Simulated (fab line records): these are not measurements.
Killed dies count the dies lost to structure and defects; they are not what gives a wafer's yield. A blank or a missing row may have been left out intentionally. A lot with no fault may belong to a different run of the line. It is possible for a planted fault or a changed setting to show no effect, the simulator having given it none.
Matching of chambers || flow gf180mcu || GF_V3_ETCH_16 on rie-diel-04 has 4 sister chambers
The step etches BARC in N2/H2. 22 wafers are shown with their chamber, then 11 later ones without.

## WAFERS PAIRED WITH THEIR CHAMBERS
{"wafer": "L074.3", "chamber": 3, "drypump-motor-current-A (A)": 5.6, "throttle-valve-pct (%)": 13.226, "oes-product-au (a.u.)": 0.856}
{"wafer": "L074.5", "chamber": 2, "drypump-motor-current-A (A)": 5.9, "throttle-valve-pct (%)": 13.223, "oes-product-au (a.u.)": 0.857}
{"wafer": "L074.6", "chamber": 3, "drypump-motor-current-A (A)": 5.6, "throttle-valve-pct (%)": 13.221, "oes-product-au (a.u.)": 0.853}
{"wafer": "L077.1", "chamber": 1, "drypump-motor-current-A (A)": 5.8, "throttle-valve-pct (%)": 13.209, "oes-product-au (a.u.)": 0.861}
{"wafer": "L077.2", "chamber": 0, "drypump-motor-current-A (A)": 5.5, "throttle-valve-pct (%)": 13.237, "oes-product-au (a.u.)": 0.858}
{"wafer": "L077.3", "chamber": 2, "drypump-motor-current-A (A)": 5.9, "throttle-valve-pct (%)": 13.235, "oes-product-au (a.u.)": 0.858}
{"wafer": "L077.4", "chamber": 3, "drypump-motor-current-A (A)": 5.6, "throttle-valve-pct (%)": 13.209, "oes-product-au (a.u.)": 0.854}
{"wafer": "L077.5", "chamber": 1, "drypump-motor-current-A (A)": 5.8, "throttle-valve-pct (%)": 13.215, "oes-product-au (a.u.)": 0.861}
{"wafer": "L077.6", "chamber": 2, "drypump-motor-current-A (A)": 5.9, "throttle-valve-pct (%)": 13.239, "oes-product-au (a.u.)": 0.858}
{"wafer": "L080.1", "chamber": 3, "drypump-motor-current-A (A)": 5.6, "throttle-valve-pct (%)": 13.230, "oes-product-au (a.u.)": 0.863}
{"wafer": "L080.2", "chamber": 2, "drypump-motor-current-A (A)": 5.9, "throttle-valve-pct (%)": 13.234, "oes-product-au (a.u.)": 0.851}
{"wafer": "L080.3", "chamber": 0, "drypump-motor-current-A (A)": 5.5, "throttle-valve-pct (%)": 13.216, "oes-product-au (a.u.)": 0.864}
{"wafer": "L082.3", "chamber": 1, "drypump-motor-current-A (A)": 5.8, "throttle-valve-pct (%)": 13.211, "oes-product-au (a.u.)": 0.851}
{"wafer": "L082.4", "chamber": 2, "drypump-motor-current-A (A)": 5.9, "throttle-valve-pct (%)": 13.223, "oes-product-au (a.u.)": 0.855}
{"wafer": "L082.5", "chamber": 2, "drypump-motor-current-A (A)": 5.9, "throttle-valve-pct (%)": 13.221, "oes-product-au (a.u.)": 0.856}
{"wafer": "L083.1", "chamber": 0, "drypump-motor-current-A (A)": 5.6, "throttle-valve-pct (%)": 13.217, "oes-product-au (a.u.)": 0.854}
{"wafer": "L083.4", "chamber": 1, "drypump-motor-current-A (A)": 5.8, "throttle-valve-pct (%)": 13.220, "oes-product-au (a.u.)": 0.857}
{"wafer": "L083.6", "chamber": 0, "drypump-motor-current-A (A)": 5.6, "throttle-valve-pct (%)": 13.218, "oes-product-au (a.u.)": 0.853}
{"wafer": "L088.2", "chamber": 1, "drypump-motor-current-A (A)": 5.8, "throttle-valve-pct (%)": 13.232, "oes-product-au (a.u.)": 0.856}
{"wafer": "L088.3", "chamber": 2, "drypump-motor-current-A (A)": 5.9, "throttle-valve-pct (%)": 13.230, "oes-product-au (a.u.)": 0.853}
{"wafer": "L088.5", "chamber": 3, "drypump-motor-current-A (A)": 5.5, "throttle-valve-pct (%)": 13.227, "oes-product-au (a.u.)": 0.865}
{"wafer": "L089.3", "chamber": 3, "drypump-motor-current-A (A)": 5.6, "throttle-valve-pct (%)": 13.225, "oes-product-au (a.u.)": 0.853}

SIGNATURES (averages over the wafers above)
{"reading": "drypump-motor-current-A", "chamber 0": 5.550, "chamber 1": 5.800, "chamber 2": 5.900, "chamber 3": 5.583, "scatter within a chamber": 0.0319}
{"reading": "throttle-valve-pct", "chamber 0": 13.22200, "chamber 1": 13.21740, "chamber 2": 13.22929, "chamber 3": 13.22300, "scatter within a chamber": 0.00821}
{"reading": "oes-product-au", "chamber 0": 0.85725, "chamber 1": 0.85720, "chamber 2": 0.85543, "chamber 3": 0.85733, "scatter within a chamber": 0.00426}
Rule: distance of a wafer from a chamber = root of the sum over the readings of ((wafer's reading minus chamber's mean) / reading's scatter) squared. If the next closest chamber is less than 2 further off than the closest, the wafer can't be placed; otherwise it belongs to the closest. The scatter is the square root of a quotient: the sum, over the shown wafers, of each reading's squared deviation from its chamber's mean, divided by wafers minus chambers.

## WAFERS WHOSE CHAMBER IS MISSING
{"wafer": "L089.4", "drypump-motor-current-A (A)": 5.5, "throttle-valve-pct (%)": 13.225, "oes-product-au (a.u.)": 0.851}
{"wafer": "L089.6", "drypump-motor-current-A (A)": 5.9, "throttle-valve-pct (%)": 13.245, "oes-product-au (a.u.)": 0.859}
{"wafer": "L092.2", "drypump-motor-current-A (A)": 5.6, "throttle-valve-pct (%)": 13.227, "oes-product-au (a.u.)": 0.853}
{"wafer": "L092.3", "drypump-motor-current-A (A)": 5.8, "throttle-valve-pct (%)": 13.222, "oes-product-au (a.u.)": 0.859}
{"wafer": "L092.5", "drypump-motor-current-A (A)": 5.9, "throttle-valve-pct (%)": 13.220, "oes-product-au (a.u.)": 0.852}
{"wafer": "L094.1", "drypump-motor-current-A (A)": 5.8, "throttle-valve-pct (%)": 13.235, "oes-product-au (a.u.)": 0.855}
{"wafer": "L094.3", "drypump-motor-current-A (A)": 5.8, "throttle-valve-pct (%)": 13.231, "oes-product-au (a.u.)": 0.860}
{"wafer": "L094.5", "drypump-motor-current-A (A)": 5.6, "throttle-valve-pct (%)": 13.220, "oes-product-au (a.u.)": 0.848}
{"wafer": "L097.3", "drypump-motor-current-A (A)": 5.8, "throttle-valve-pct (%)": 13.221, "oes-product-au (a.u.)": 0.857}
{"wafer": "L097.5", "drypump-motor-current-A (A)": 5.9, "throttle-valve-pct (%)": 13.237, "oes-product-au (a.u.)": 0.854}
{"wafer": "L097.6", "drypump-motor-current-A (A)": 5.6, "throttle-valve-pct (%)": 13.220, "oes-product-au (a.u.)": 0.855}

## WHICH CHAMBER EACH WENT THROUGH
{"wafer": "L089.4", "from the rows above": "can't be placed: 0 or 3", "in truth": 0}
{"wafer": "L089.6", "from the rows above": 2, "in truth": 2}
{"wafer": "L092.2", "from the rows above": "can't be placed: 3 or 0", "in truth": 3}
{"wafer": "L092.3", "from the rows above": 1, "in truth": 1}
{"wafer": "L092.5", "from the rows above": "can't be placed: 2 or 1", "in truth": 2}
{"wafer": "L094.1", "from the rows above": "can't be placed: 1 or 2", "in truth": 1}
{"wafer": "L094.3", "from the rows above": "can't be placed: 1 or 2", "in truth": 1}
{"wafer": "L094.5", "from the rows above": "can't be placed: 3 or 0", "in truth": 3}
{"wafer": "L097.3", "from the rows above": 1, "in truth": 1}
{"wafer": "L097.5", "from the rows above": 2, "in truth": 2}
{"wafer": "L097.6", "from the rows above": "can't be placed: 3 or 0", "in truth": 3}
4 of 11 placed correctly. Unplaceable from these rows: 7, with the true chamber sitting among the candidates in 7. Placed wrongly: 0.
